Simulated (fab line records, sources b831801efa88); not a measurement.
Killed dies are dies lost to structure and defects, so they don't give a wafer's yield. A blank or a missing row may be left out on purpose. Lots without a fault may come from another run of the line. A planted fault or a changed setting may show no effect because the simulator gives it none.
A struck lot beside a sound one | flow sky130 | 16 steps out of a route of 708
Sound: wafers L393.1, L393.2, L393.4. Struck: wafers L395.1, L395.2, L395.3. The cause comes at the end.
At each step with rows: each side's tool, then ch and its chambers, then its first start. Under that, the readings that differ: sound wafers | struck wafers | difference of the means | sigmas: that difference in standard deviations of wafers without a fault.
alike: readings whose means differ by less than 2 such deviations, and words and numbers that are the same on both sides. not compared: withheld readings, readings that some wafer has no value for, bounds like >300 that may hide the same value, and numbers for which the record gives no deviation and whose values overlap.
The two part at a step that has a row with sigmas, a row that says differs or no value, or rows on one side only. Numbers that don't overlap but have no deviation are shown without sigmas and don't part them. A reading that every wafer of one side lacks parts them only if that side has two wafers or more.

SKY_METAL5_SPUTTER_03: material Ti, target thk 5 nm, time 3.3 s.
  sound on pvd_sputter-04, day 47 10:04; struck on pvd_sputter-02, day 47 10:43
  alike: chamber_pressure_pa, throttle_valve_pct
SKY_METAL5_SPUTTER_04: material TiN, target thk 70 nm, time 58.3 s.
  sound on pvd_sputter-04, day 47 10:05; struck on pvd_sputter-02, day 47 10:44
  alike: chamber_pressure_pa, throttle_valve_pct
SKY_METAL5_RS_MEAS_05: measures by four-point-probe.
  sound on film_metro-02, day 47 10:07; struck on film_metro-03, day 47 10:46
  alike: METAL5_ALCU_RS
SKY_METAL5_THK_MEAS_06: measures by xrf.
  sound on film_metro-02, day 47 10:14; struck on film_metro-03, day 47 10:53
  alike: METAL5_ALCU_THK
then, 7 steps without rows for these wafers: SKY_METAL5_DEHYDRATE_07 (time 60 s); SKY_METAL5_HMDS_08 (prime time 60 s); SKY_METAL5_COAT_09 (resist thk 1800 nm); SKY_METAL5_SOFTBAKE_10 (time 60 s); SKY_METAL5_EXPOSE_11 (exposes mask MM5, target cd 1600 nm); SKY_METAL5_PEB_12; SKY_METAL5_DEVELOP_13 (develop time 60 s).
SKY_METAL5_DESCUM_14: chemistry O2, time 11 s.
  sound on rie_metal-01 ch 0,1, day 48 05:10; struck on rie_metal-04 ch 0,1, day 48 06:07
  reading               | sound             | struck            | difference | sigmas
  oes_product_au (a.u.) | 0.984 0.983 0.993 | 1.001 1.018 0.997 | +0.019     | +2
  alike: drypump_motor_current_A
  not compared: rf_hours_counter_h
SKY_METAL5_METAL_ETCH_15: etches the open film in Cl2/BCl3, stops on SiO2, target depth 1260 nm, time 252 s.
  sound on rie_metal-01 ch 0,1, day 48 05:12; struck on rie_metal-04 ch 0,1, day 48 06:09
  no value came back on the struck wafers for any of 5 readings (bcl3_flow_sccm (sccm), bias_w (W) and others); on the sound wafers bcl3_flow_sccm (sccm) reads 29.87 29.99 30.11
  reading                                     | sound             | struck          | difference | sigmas
  model.NOVOLAK_of_METAL5_COAT_09.thk_nm (nm) | 1050 1053 1052    | 1795 1795 1794  | +743       |
  model.SiO2_of_VIA4_HDPCVD_00.thk_nm (nm)    | 549.3 550.9 548.5 | 575 574.1 574.5 | +25        |
  not compared: rf_hours_counter_h
SKY_METAL5_STRIP_16: strips in O2/N2.
  sound on plasma_asher-01 ch 0,1, day 48 05:26; struck on plasma_asher-02 ch 0,1, day 48 06:23
  reading                      | sound             | struck            | difference | sigmas
  drypump_motor_current_A (A)  | 5.1 5.2 5.1       | 6.1 5.9 5.9       | +0.8       | +2
  strip_time_to_endpoint_s (s) | 13.25 13.24 13.27 | 21.59 21.59 21.58 | +8.33      | +76
  alike: oes_product_au
  not compared: rf_hours_counter_h
then, 1 step without rows for these wafers: SKY_METAL5_STRIP_17 (strips in post etch residue remover, time 1200 s).
SKY_PAD_OPEN_PROBE_99:
  the record has rows for the struck wafers here (prober-01, day 49 22:26) and none for the sound ones

WHERE THEY PART
First at SKY_METAL5_DESCUM_14; last, within this record, at SKY_PAD_OPEN_PROBE_99.

WHY: what the simulator had put in
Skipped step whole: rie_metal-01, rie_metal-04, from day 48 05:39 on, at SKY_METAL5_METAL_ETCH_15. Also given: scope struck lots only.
